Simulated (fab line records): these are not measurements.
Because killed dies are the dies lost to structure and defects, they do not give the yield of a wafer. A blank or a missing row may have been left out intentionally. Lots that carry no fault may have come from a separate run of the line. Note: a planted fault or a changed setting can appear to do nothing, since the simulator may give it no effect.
fab line records | flow sky130 | part 1 of 2: steps 1 to 31 of 41
record: lots: 5 wafers: 15 last_day: 50
route steps=708 shown METAL1@445 VIA1@458 METAL2@483
lots with no fault: from the same line, run without faults
start_h: hours from the record's opening day to when the first of the lot's shown wafers began | wait_h: hours since the lot's step before | " same as the row above | L1.1+2: several wafers, shown together as one row | - value missing, or start not given | * or withheld: withheld | < > ~ a bound
route shown NAME@n: a module of which the file shows steps, and the number in the route of the first | usual: mean and standard deviation over wafers with no fault | same: alike in all rows | chamber/n: place in a boat | sites: each site's reading | _std_site: the standard deviation of these | _edge_site: the outer-site mean with the inner-site mean subtracted | radius_mm: for every site, how far away it sits from the centre of the wafer | mask NAME#n: copy n | behind: tool/chamber where the wafer was last shaped | hold: why the lot was held/for how many hours/how that ended | device: which transistor (n, p or np) failed to switch | end of line: the route-end tests of the same wafers | for a step that has no rows: nothing shown but its recipe | killed: at the first sort, the dies lost to defects and structure; wafer yield is something else | map: a wafer's dies, marking killed ones x, the rest . and places with no die _
set.NAME: setting as actually run; set.NAME@STEP: the setting as run at that earlier step | model.NAME: the simulator's own value behind a step, which no gauge read
lots at selected steps of the route; one table per step, one row per wafer
services: the hour from which a tool's chamber was out of use, counted from the record's first day as start_h (under 0 if before that day), plus the number of hours and why
== steps ==
step: SKY_METAL1_SOFTBAKE_11
recipe: temp_c: 100 time_s: 90 resist: KrF-thick
columns lot.wafer tool chamber start_h wait_h
L075.1+4+6 litho_track-03 0 - -
L081.1+5+6 litho_track-04 0 - -
L087.2+4+5 litho_track-03 0 - -
L090.2+3+4 litho_track-01 0 - -
L096.2+3+5 litho_track-01 0 - -
step: SKY_METAL1_EXPOSE_12
recipe: mask_id: MM1 na: 0.8 source_shape: annular sigma_inner: 0.55 sigma_outer: 0.85 target_cd_nm: 140 dose_mj: 28
columns lot.wafer tool chamber start_h wait_h mask
L075.1+4+6 krf_scanner-01 0 - - MM1#0
L081.1+5+6 krf_scanner-01 0 - - MM1#0
L087.2+4+5 krf_scanner-01 0 - - MM1#0
L090.2+3+4 krf_scanner-02 0 - - MM1#0
L096.2+3+5 krf_scanner-01 0 - - MM1#0
step: SKY_METAL1_PEB_13
recipe: peb_temp_c: withheld peb_time_s: withheld resist: KrF-thick
columns lot.wafer tool chamber start_h wait_h
L075.1+4+6 litho_track-03 0 - -
L081.1+5+6 litho_track-03 0 - -
L087.2+4+5 litho_track-01 0 - -
L090.2+3+4 litho_track-04 0 - -
L096.2+3+5 litho_track-04 0 - -
step: SKY_METAL1_DEVELOP_14
recipe: develop_time_s: 60 resist: KrF-thick dev_temp_c: 21
columns lot.wafer tool chamber start_h wait_h
L075.1+4+6 litho_track-03 0 - -
L081.1+5+6 litho_track-03 0 - -
L087.2+4+5 litho_track-01 0 - -
L090.2+3+4 litho_track-04 0 - -
L096.2+3+5 litho_track-04 0 - -
step: SKY_METAL1_CD_MEAS_15
recipe: target_cd_nm: 140
usual: cd_nm: 139.8/1.2
columns lot.wafer tool chamber start_h wait_h cd_nm
L075.1 cd_sem-01 - 770.37 - 139.8
L075.4 " - " " 138.8
L075.6 " - " " 139.4
L081.1 cd_sem-01 - 819.77 - 138.6
L081.5 " - " " 138.6
L081.6 " - " " 139.0
L087.2 cd_sem-02 - 865.71 - 140.1
L087.4 " - " " 138.9
L087.5 " - " " 139.0
L090.2 cd_sem-02 - 883.07 - 142.7
L090.3 " - " " 139.2
L090.4 " - " " 139.8
L096.2 cd_sem-02 - 920.37 - 139.2
L096.3 " - " " 139.3
L096.5 " - " " 139.4
step: SKY_METAL1_OVL_MEAS_16
usual: METAL1_OVL: -3/6.2
columns lot.wafer tool chamber start_h wait_h METAL1_OVL[nm]
L075.1 overlay-01 - 770.49 0.1 -7
L075.4 " - " " 5
L075.6 " - " " 4
L081.1 overlay-01 - 819.89 0.1 -10
L081.5 " - " " -1
L081.6 " - " " 2
L087.2 overlay-02 - 865.82 0.1 -2
L087.4 " - " " 4
L087.5 " - " " -1
L090.2 overlay-02 - 883.18 0.1 -2
L090.3 " - " " -4
L090.4 " - " " 1
L096.2 overlay-02 - 920.48 0.1 1
L096.3 " - " " -2
L096.5 " - " " -4
step: SKY_METAL1_DESCUM_17
recipe: chemistry: O2 source_power_w: 150 bias_power_w: 0 pressure_mtorr: 10 temp_c: 40 time_s: 8
usual: drypump_motor_current_A: 5.8/0.35 oes_product_au: 0.996/0.009
columns lot.wafer tool chamber start_h wait_h drypump_motor_current_A oes_product_au rf_hours_counter_h
L075.1 rie_metal-03 1 770.53 0.0 5.9 0.987 7
L075.4 " 1 " " 5.9 0.997 -
L075.6 " 1 " " 5.9 0.990 -
L081.1 rie_metal-03 0 819.93 0.0 5.2 0.994 6
L081.5 " 0 " " 5.2 0.986 -
L081.6 " 1 " " 5.9 0.997 -
L087.2 rie_metal-04 0 865.85 0.0 5.7 0.989 16
L087.4 " 0 " " 5.7 0.990 -
L087.5 " 1 " " 6.4 1.005 -
L090.2 rie_metal-04 1 883.21 0.0 6.4 0.997 3
L090.3 " 0 " " 5.7 0.990 -
L090.4 " 1 " " 6.4 1.001 -
L096.2 rie_metal-01 1 920.51 0.0 6.0 1.000 4
L096.3 " 0 " " 5.5 1.003 -
L096.5 " 1 " " 6.0 1.007 -
step: SKY_METAL1_ETCH_18
recipe: chemistry: N2/H2 target: BARC ion_energy_ev: 200 bias_w: 100 pressure_mtorr: 30 n2_flow_sccm: 100 h2_flow_sccm: 200 icp_w: 500 stop_on: SiO2 time_s: 45.9 target_depth_a: 600
usual: drypump_motor_current_A: 5.8/0.36 oes_product_au: 0.855/0.0049 throttle_valve_pct: 13.224/0.0088
columns lot.wafer tool chamber start_h wait_h drypump_motor_current_A oes_product_au rf_hours_counter_h throttle_valve_pct
L075.1 rie_metal-03 1 770.59 0.1 5.9 0.849 7 13.233
L075.4 " 1 " " 5.9 0.850 - 13.230
L075.6 " 1 " " 5.9 0.849 - 13.216
L081.1 rie_metal-03 0 819.96 0.0 5.3 0.859 6 13.213
L081.5 " 0 " " 5.3 0.858 - 13.218
L081.6 " 1 " " 6.0 0.852 - 13.243
L087.2 rie_metal-04 0 865.88 0.0 5.7 0.850 16 13.227
L087.4 " 0 " " 5.7 0.854 - 13.229
L087.5 " 1 " " 6.4 0.854 - 13.230
L090.2 rie_metal-04 1 883.24 0.0 6.4 0.865 3 13.229
L090.3 " 0 " " 5.7 0.863 - 13.236
L090.4 " 1 " " 6.4 0.853 - 13.234
L096.2 rie_metal-01 1 920.54 0.0 6.0 0.854 4 13.206
L096.3 " 0 " " 5.5 0.859 - 13.222
L096.5 " 1 " " 6.1 0.857 - 13.229
step: SKY_METAL1_METAL_ETCH_19
recipe: target_depth_a: 3600 stop_on: SiO2 over_etch_frac: 0.3 time_s: 78 chemistry: Cl2/BCl3 resist_sidewall_deg: 88 pressure_mtorr: 10 icp_w: 900 bias_w: 49.25 Cl2_flow_sccm: 60 bcl3_flow_sccm: 30
usual: bcl3_flow_sccm: 29.99/0.085 drypump_motor_current_A: 5.8/0.35 oes_product_au: 0.854/0.0061 throttle_valve_pct: 22.265/0.0091
same: over_etch_frac: 0.3
columns lot.wafer tool chamber start_h wait_h bcl3_flow_sccm drypump_motor_current_A oes_product_au rf_hours_counter_h throttle_valve_pct
L075.1 rie_metal-03 1 770.72 0.1 30.16 5.9 0.846 7 22.250
L075.4 " 1 " " 30.05 5.9 0.859 - 22.264
L075.6 " 1 " " 30.04 5.9 0.856 - 22.258
L081.1 rie_metal-03 0 820.02 0.0 29.97 5.2 0.853 6 22.276
L081.5 " 0 " " 29.92 5.2 0.860 - 22.274
L081.6 " 1 " " 29.96 5.9 0.854 - 22.264
L087.2 rie_metal-04 0 865.94 0.0 30.10 5.7 0.856 16 22.252
L087.4 " 0 " " 29.84 5.7 0.846 - 22.275
L087.5 " 1 " " 29.87 6.4 0.851 - 22.250
L090.2 rie_metal-04 1 883.30 0.0 30.07 6.4 0.849 3 22.271
L090.3 " 0 " " 30.14 5.7 0.846 - 22.273
L090.4 " 1 " " 30.09 6.4 0.849 - 22.263
L096.2 rie_metal-01 1 920.60 0.0 30.06 6.0 0.857 4 22.277
L096.3 " 0 " " 29.95 5.5 0.851 - 22.261
L096.5 " 1 " " 30.01 6.0 0.860 - 22.267
step: SKY_METAL1_STRIP_20
recipe: chemistry: O2/N2 power_w: 1400 pressure_mtorr: 1500 platen_temp_c: withheld o2_flow_sccm: 3000 n2_flow_sccm: 300 overash_fraction: 0.5
usual: drypump_motor_current_A: 6.1/0.43 oes_product_au: 0.343/0.0047 strip_time_to_endpoint_s: 2.70/0.037
columns lot.wafer tool chamber start_h wait_h drypump_motor_current_A oes_product_au rf_hours_counter_h strip_time_to_endpoint_s
L075.1 plasma_asher-01 1 770.90 0.1 5.9 0.342 38 2.71
L075.4 " 1 " " 5.9 0.347 - 2.71
L075.6 " 1 " " 5.9 0.349 - 2.73
L081.1 plasma_asher-01 1 820.11 0.1 5.9 0.348 43 2.75
L081.5 " 0 " " 5.7 0.356 - 2.78
L081.6 " 1 " " 6.0 0.342 - 2.73
L087.2 plasma_asher-01 1 866.03 0.1 5.9 0.347 48 2.70
L087.4 " 1 " " 6.0 0.341 - 2.68
L087.5 " 1 " " 6.0 0.337 - 2.64
L090.2 plasma_asher-03 0 883.39 0.1 6.4 0.347 108 2.70
L090.3 " 0 " " 6.4 0.352 - 2.75
L090.4 " 1 " " 5.3 0.341 - 2.71
L096.2 plasma_asher-03 1 920.69 0.1 5.3 0.340 112 2.65
L096.3 " 0 " " 6.4 0.345 - 2.64
L096.5 " 1 " " 5.3 0.340 - 2.66
step: SKY_METAL1_STRIP_21
recipe: chemistry: post_etch_residue_remover time_s: 1200 temp_c: 72.5
columns lot.wafer tool chamber start_h wait_h
L075.1+4+6 wet_bench-01 0 771.00 0.1
L081.1+5+6 wet_bench-01 3 820.21 0.1
L087.2+4+5 wet_bench-01 0 866.13 0.1
L090.2+3+4 wet_bench-04 0 883.49 0.1
L096.2+3+5 wet_bench-02 1 920.79 0.1
step: SKY_METAL1_CLEAN_22
recipe: chemistry: IPA time_s: 180 temp_c: 25
columns lot.wafer tool chamber start_h wait_h
L075.1+4+6 wet_bench-02 3 771.34 0.0
L081.1+5+6 wet_bench-02 2 820.59 0.0
L087.2+4+5 wet_bench-04 0 866.47 0.0
L090.2+3+4 wet_bench-02 3 883.87 0.0
L096.2+3+5 wet_bench-04 2 921.17 0.0
step: SKY_METAL1_CLEAN_23
recipe: chemistry: O3/DIW dry: n2_spin
columns lot.wafer tool chamber start_h wait_h
L075.1+4+6 wet_bench-04 3 771.40 0.0
L081.1+5+6 wet_bench-04 1 820.65 0.0
L087.2+4+5 wet_bench-02 3 866.54 0.0
L090.2+3+4 wet_bench-02 0 883.92 0.0
L096.2+3+5 wet_bench-02 3 921.22 0.0
step: SKY_VIA1_HDPCVD_00
recipe: material: SiO2 target_thk_nm: 1030 sigma_open_frac: 0.3 time_s: 171.7 temp_c: 400 sih4_flow_sccm: 60 pressure_mtorr: 6
columns lot.wafer tool chamber start_h wait_h
L075.1+4+6 hdpcvd-01 2,1,2 771.50 0.0
L081.1+5+6 hdpcvd-02 2,2,1 820.74 0.0
L087.2+4+5 hdpcvd-01 0,1,2 866.63 0.0
L090.2+3+4 hdpcvd-01 2,0,2 884.02 0.0
L096.2+3+5 hdpcvd-02 1,0,2 921.32 0.0
step: SKY_VIA1_THK_MEAS_01
recipe: reads: SiO2_of_VIA1_HDPCVD_00
usual: VIA1_HDPCVD_THK: 1032/8.7
columns lot.wafer tool chamber start_h wait_h VIA1_HDPCVD_THK[nm]
L075.1 film_metro-01 - 771.61 0.1 1038
L075.4 " - " " 1042
L075.6 " - " " 1039
L081.1 film_metro-01 - 820.85 0.1 1034
L081.5 " - " " 1039
L081.6 " - " " 1039
L087.2 film_metro-04 - 866.75 0.1 1030
L087.4 " - " " 1041
L087.5 " - " " 1037
L090.2 film_metro-04 - 884.14 0.1 1025
L090.3 " - " " 1024
L090.4 " - " " 1025
L096.2 film_metro-04 - 921.45 0.1 1015
L096.3 " - " " 1022
L096.5 " - " " 1033
step: SKY_VIA1_CMP_02
recipe: material: SiO2 down_force_psi: 4 platen_rpm: 60 pad_velocity_m_s: 0.94248
usual: motor_current_A: 12.6/0.89
columns lot.wafer tool chamber start_h wait_h motor_current_A
L075.4 cmp-01 2 771.67 0.0 12.4
L075.1 " 3 " " 12.9
L075.6 " 3 " " 12.1
L081.1 cmp-02 0 820.96 0.1 12.6
L081.5 " 3 " " 13.8
L081.6 " 0 " " 12.5
L087.4 cmp-01 2 866.90 0.1 11.4
L087.2 " 3 " " 12.2
L087.5 " 0 " " 13.4
L090.4 cmp-01 1 884.19 0.0 13.4
L090.3 " 3 " " 12.0
L090.2 " 0 " " 13.7
L096.2 cmp-01 1 921.55 0.1 13.2
L096.3 " 2 " " 11.9
L096.5 " 0 " " 13.8
step: SKY_VIA1_BOW_MEAS_03
recipe: mode: bow
usual: VIA1_BOW: 81/7.1
columns lot.wafer tool chamber start_h wait_h VIA1_BOW[um]
L075.1 film_metro-04 - 771.97 0.2 70
L075.4 " - " " 78
L075.6 " - " " 87
L081.1 film_metro-02 - 821.21 0.2 77
L081.5 " - " " 71
L081.6 " - " " 71
L087.2 film_metro-04 - 867.12 0.1 69
L087.4 " - " " 85
L087.5 " - " " 86
L090.2 film_metro-02 - 884.51 0.1 89
L090.3 " - " " 90
L090.4 " - " " 67
L096.2 film_metro-04 - 921.82 0.2 80
L096.3 " - " " 85
L096.5 " - " " 75
step: SKY_VIA1_DEHYDRATE_04
recipe: temp_c: 200 time_s: 60
columns lot.wafer tool chamber start_h wait_h
L075.1+4+6 litho_track-01 0 784.74 12.7
L081.1+5+6 litho_track-01 0 833.59 12.4
L087.2+4+5 litho_track-01 0 880.01 12.9
L090.2+3+4 litho_track-04 0 896.08 11.5
L096.2+3+5 litho_track-04 0 934.03 12.2
step: SKY_VIA1_HMDS_05
recipe: prime_time_s: 60 prime_temp_c: 120
columns lot.wafer tool chamber start_h wait_h
L075.1+4+6 litho_track-01 0 784.89 0.1
L081.1+5+6 litho_track-01 0 833.74 0.1
L087.2+4+5 litho_track-01 0 880.16 0.1
L090.2+3+4 litho_track-04 0 896.23 0.1
L096.2+3+5 litho_track-04 0 934.18 0.1
step: SKY_VIA1_COAT_06
recipe: resist: BARC temp_c: withheld time_s: withheld spin_rpm: 3000 resist_thk_nm: 60
columns lot.wafer tool chamber start_h wait_h
L075.1+4+6 litho_track-01 0 785.04 0.1
L081.1+5+6 litho_track-01 0 833.89 0.1
L087.2+4+5 litho_track-01 0 880.31 0.1
L090.2+3+4 litho_track-04 0 896.38 0.1
L096.2+3+5 litho_track-04 0 934.33 0.1
step: SKY_VIA1_COAT_07
recipe: resist: KrF-thick spin_rpm: 3000 resist_thk_nm: 450
columns lot.wafer tool chamber start_h wait_h
L075.1+4+6 litho_track-01 0 - -
L081.1+5+6 litho_track-01 0 - -
L087.2+4+5 litho_track-01 0 - -
L090.2+3+4 litho_track-04 0 - -
L096.2+3+5 litho_track-04 0 - -
step: SKY_VIA1_SOFTBAKE_08
recipe: temp_c: 100 time_s: 90 resist: KrF-thick
columns lot.wafer tool chamber start_h wait_h
L075.1+4+6 litho_track-01 0 - -
L081.1+5+6 litho_track-01 0 - -
L087.2+4+5 litho_track-01 0 - -
L090.2+3+4 litho_track-04 0 - -
L096.2+3+5 litho_track-04 0 - -
step: SKY_VIA1_EXPOSE_09
recipe: mask_id: VIM na: 0.8 source_shape: annular sigma_inner: 0.55 sigma_outer: 0.85 target_cd_nm: 150 dose_mj: 38
columns lot.wafer tool chamber start_h wait_h mask
L075.1+4+6 krf_scanner-01 0 - - VIM#0
L081.1+5+6 krf_scanner-02 0 - - VIM#0
L087.2+4+5 krf_scanner-02 0 - - VIM#0
L090.2+3+4 krf_scanner-02 0 - - VIM#0
L096.2+3+5 krf_scanner-01 0 - - VIM#0
step: SKY_VIA1_PEB_10
recipe: peb_temp_c: withheld peb_time_s: withheld resist: KrF-thick
columns lot.wafer tool chamber start_h wait_h
L075.1+4+6 litho_track-02 0 - -
L081.1+5+6 litho_track-04 0 - -
L087.2+4+5 litho_track-04 0 - -
L090.2+3+4 litho_track-02 0 - -
L096.2+3+5 litho_track-01 0 - -
step: SKY_VIA1_DEVELOP_11
recipe: develop_time_s: 60 resist: KrF-thick dev_temp_c: 21
columns lot.wafer tool chamber start_h wait_h
L075.1+4+6 litho_track-02 0 - -
L081.1+5+6 litho_track-04 0 - -
L087.2+4+5 litho_track-04 0 - -
L090.2+3+4 litho_track-02 0 - -
L096.2+3+5 litho_track-01 0 - -
step: SKY_VIA1_CD_MEAS_12
recipe: target_cd_nm: 150
usual: cd_nm: 149.7/1.6
columns lot.wafer tool chamber start_h wait_h cd_nm
L075.1 cd_sem-01 - 800.62 - 148.6
L075.4 " - " " 149.6
L075.6 " - " " 148.8
L081.1 cd_sem-01 - 847.85 - 148.5
L081.5 " - " " 148.2
L081.6 " - " " 148.7
L087.2 cd_sem-02 - 893.07 - 150.2
L087.4 " - " " 150.0
L087.5 " - " " 150.9
L090.2 cd_sem-02 - 909.93 - 152.9
L090.3 " - " " 151.3
L090.4 " - " " 151.0
L096.2 cd_sem-01 - 947.31 - 148.6
L096.3 " - " " 147.6
L096.5 " - " " 150.8
step: SKY_VIA1_OVL_MEAS_13
usual: VIA1_OVL: -2/5.2
columns lot.wafer tool chamber start_h wait_h VIA1_OVL[nm]
L075.1 overlay-02 - 800.74 0.1 -2
L075.4 " - " " -3
L075.6 " - " " 4
L081.1 overlay-02 - 847.97 0.1 0
L081.5 " - " " 5
L081.6 " - " " -11
L087.2 overlay-02 - 893.18 0.1 -2
L087.4 " - " " -4
L087.5 " - " " -9
L090.2 overlay-02 - 910.03 0.1 4
L090.3 " - " " 5
L090.4 " - " " 2
L096.2 overlay-02 - 947.42 0.1 5
L096.3 " - " " -4
L096.5 " - " " 0
step: SKY_VIA1_ETCH_14
recipe: chemistry: N2/H2 target: BARC ion_energy_ev: 200 source_w: 500 bias_w: 100 pressure_mtorr: 30 n2_flow_sccm: 100 h2_flow_sccm: 200 stop_on: SiO2 time_s: 45.9 target_depth_a: 600
usual: drypump_motor_current_A: 5.9/0.39 oes_product_au: 0.855/0.0051 throttle_valve_pct: 13.226/0.0079
columns lot.wafer tool chamber start_h wait_h drypump_motor_current_A oes_product_au rf_hours_counter_h throttle_valve_pct
L075.1 rie_diel-03 2 800.78 0.0 5.0 0.861 20 13.229
L075.4 " 0 " " 6.4 0.856 9 13.227
L075.6 " 3 " " 6.4 0.853 - 13.229
L081.1 rie_diel-01 0 848.01 0.0 5.7 0.850 7 13.218
L081.5 " 2 " " 6.0 0.854 - 13.220
L081.6 " 3 " " 5.7 0.857 - 13.236
L087.2 rie_diel-01 2 893.21 0.0 6.0 0.859 18 13.216
L087.4 " 1 " " 5.9 0.859 9 13.226
L087.5 " 0 " " 5.7 0.856 - 13.232
L090.2 rie_diel-02 1 910.06 0.0 5.6 0.860 8 13.238
L090.3 " 0 " " 5.5 0.853 6 13.233
L090.4 " 2 " " 6.3 0.854 9 13.230
L096.2 rie_diel-02 2 947.45 0.0 6.3 0.853 10 13.209
L096.3 " 1 " " 5.6 0.862 9 13.219
L096.5 " 0 " " 5.5 0.849 - 13.219
step: SKY_VIA1_ETCH_15
recipe: target: SiO2 chemistry: C4F8/O2/Ar target_depth_nm: 351 stop_on: TiN mask_material: KrF-thick source_w: 1500 bias_w: 1200 pressure_mtorr: 40 c4f8_flow_sccm: withheld O2_flow_sccm: 6 Ar_flow_sccm: 300 time_s: 54
usual: oes_product_au: 0.982/0.0054
columns lot.wafer tool chamber start_h wait_h oes_product_au rf_hours_counter_h
L075.1 rie_diel-03 2 800.82 0.0 0.991 20
L075.4 " 0 " " 0.972 9
L075.6 " 3 " " 0.984 -
L081.1 rie_diel-01 0 848.05 0.0 0.982 7
L081.5 " 2 " " 0.983 -
L081.6 " 3 " " 0.986 -
L087.2 rie_diel-01 2 893.25 0.0 0.978 18
L087.4 " 1 " " 0.979 9
L087.5 " 0 " " 0.976 -
L090.2 rie_diel-02 1 910.11 0.0 0.984 8
L090.3 " 0 " " 0.981 6
L090.4 " 2 " " 0.990 9
L096.2 rie_diel-02 2 947.49 0.0 0.988 10
L096.3 " 1 " " 0.979 9
L096.5 " 0 " " 0.988 -
step: SKY_VIA1_STRIP_16
recipe: chemistry: O2/N2 power_w: 1400 pressure_mtorr: 1500 platen_temp_c: withheld o2_flow_sccm: 3000 n2_flow_sccm: 300 overash_fraction: 0.5
usual: drypump_motor_current_A: 5.9/0.51 oes_product_au: 0.416/0.0048 strip_time_to_endpoint_s: 4.461/0.019
columns lot.wafer tool chamber start_h wait_h drypump_motor_current_A oes_product_au rf_hours_counter_h strip_time_to_endpoint_s
L075.1 plasma_asher-02 1 800.87 0.0 5.7 0.410 57 4.459
L075.4 " 1 " " 5.7 0.420 - 4.451
L075.6 " 1 " " 5.6 0.423 - 4.452
L081.1 plasma_asher-02 1 848.10 0.0 5.6 0.419 61 4.452
L081.5 " 1 " " 5.7 0.413 - 4.441
L081.6 " 0 " " 5.4 0.418 - 4.457
L087.2 plasma_asher-02 0 893.30 0.0 5.4 0.420 66 4.477
L087.4 " 0 " " 5.4 0.416 - 4.477
L087.5 " 1 " " 5.6 0.423 - 4.468
L090.2 plasma_asher-04 0 910.15 0.0 6.4 0.426 16 4.428
L090.3 " 0 " " 6.4 0.416 - 4.423
L090.4 " 1 " " 6.5 0.413 - 4.444
L096.2 plasma_asher-04 0 947.53 0.0 6.4 0.413 18 4.429
L096.3 " 0 " " 6.4 0.418 - 4.512
L096.5 " 1 " " 6.5 0.407 - 4.444
step: SKY_VIA1_STRIP_17
recipe: chemistry: post_etch_residue_remover time_s: 1200 temp_c: 72.5
columns lot.wafer tool chamber start_h wait_h
L075.1+4+6 wet_bench-04 1 800.97 0.1
L081.1+5+6 wet_bench-02 0 848.20 0.1
L087.2+4+5 wet_bench-04 3 893.40 0.1
L090.2+3+4 wet_bench-04 1 910.25 0.1
L096.2+3+5 wet_bench-02 3 947.63 0.1
